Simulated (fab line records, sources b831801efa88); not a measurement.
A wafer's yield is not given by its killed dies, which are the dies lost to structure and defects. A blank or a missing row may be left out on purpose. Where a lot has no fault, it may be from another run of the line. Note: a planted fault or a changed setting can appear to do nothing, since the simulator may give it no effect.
Which tool is to blame? | flow gf180mcu | 7 lots, 21 wafers sampled, at 3 steps of a route of 602

== WHAT THE GAUGES READ, wafer by wafer ==
GF_PASSIVATION_THK_MEAS_03.
lot  | measured     | on           | PASSIVATION_CVD_02_THK (nm)
L319 | day 28 20:08 | filmMetro-04 | 688 693 704
L321 | day 29 15:49 | filmMetro-02 | 691 688 705
L328 | day 31 13:35 | filmMetro-02 | 976 985 976
L330 | day 31 22:04 | filmMetro-02 | 689 704 700
L332 | day 32 08:46 | filmMetro-02 | 694 701 711
L337 | day 33 18:10 | filmMetro-01 | 689 701 708
L339 | day 34 02:37 | filmMetro-04 | 694 688 701

== WHICH TOOL RAN EACH LOT (tool, then ch and the chambers of the sampled wafers, then the start) ==
lot  | GF_M2_STRIP_17                      | GF_PASSIVATION_CVD_02
L319 | plasmaAsher-02 ch 0, day 20 00:52   | pecvd-04 ch 0,1, day 28 19:51
L321 | plasmaAsher-01 ch 0, day 21 03:58   | pecvd-01 ch 0,2, day 29 15:32
L328 | plasmaAsher-04 ch 0,1, day 23 11:38 | pecvd-03 ch 0,1, day 31 13:17
L330 | plasmaAsher-04 ch 0,1, day 23 23:47 | pecvd-01 ch 0,1,2, day 31 21:46
L332 | plasmaAsher-02 ch 0,1, day 24 14:54 | pecvd-01 ch 1,2, day 32 08:28
L337 | plasmaAsher-02 ch 0,1, day 26 07:22 | pecvd-04 ch 0,1, day 33 17:52
L339 | plasmaAsher-04 ch 0,1, day 26 21:22 | pecvd-01 ch 0,1,2, day 34 02:19
- GF_M2_STRIP_17: strips in O2/N2.
- GF_PASSIVATION_CVD_02: deposits Si3N4, target thk 700 nm, time 486.18 s.

== THE ANSWER, worked out from the rows above alone ==
Rule: the usual values come from the lots themselves. Put in order of their means at a reading, lots are off if they are a third of the lots or fewer, leave a main group of 4 or more, and stand apart from it by a gap of 3 or more times the standard deviation of the main group's means; of several such gaps the widest counts. The tables above print the reading to a certain number of digits; a main group whose means all agree to those digits is not used. A lot without any number at a reading at which 4 lots or more have one is off too. Any other lot the step has rows for is counted as sound.
Off: L328, at GF_PASSIVATION_THK_MEAS_03 (PASSIVATION_CVD_02_THK). Mean 697 nm and standard deviation 2.8 in the main group.
If a tool, at a process step before that reading, ran all the lots that are off and no sound lot after the first of them, it fits. Those tools and the gauges at GF_PASSIVATION_THK_MEAS_03 are tried in the same way. One fits: GF_PASSIVATION_CVD_02 on pecvd-03. It ran no sound lot before its first lot that is off in this sample, so the start can't be narrowed down.

== WHAT WAS PUT IN BY THE SIMULATOR ==
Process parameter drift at GF_PASSIVATION_CVD_02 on pecvd-03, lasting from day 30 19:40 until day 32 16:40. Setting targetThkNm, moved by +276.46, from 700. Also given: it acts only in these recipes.
Lots struck among those shown: L328. Same finding as the rule above.
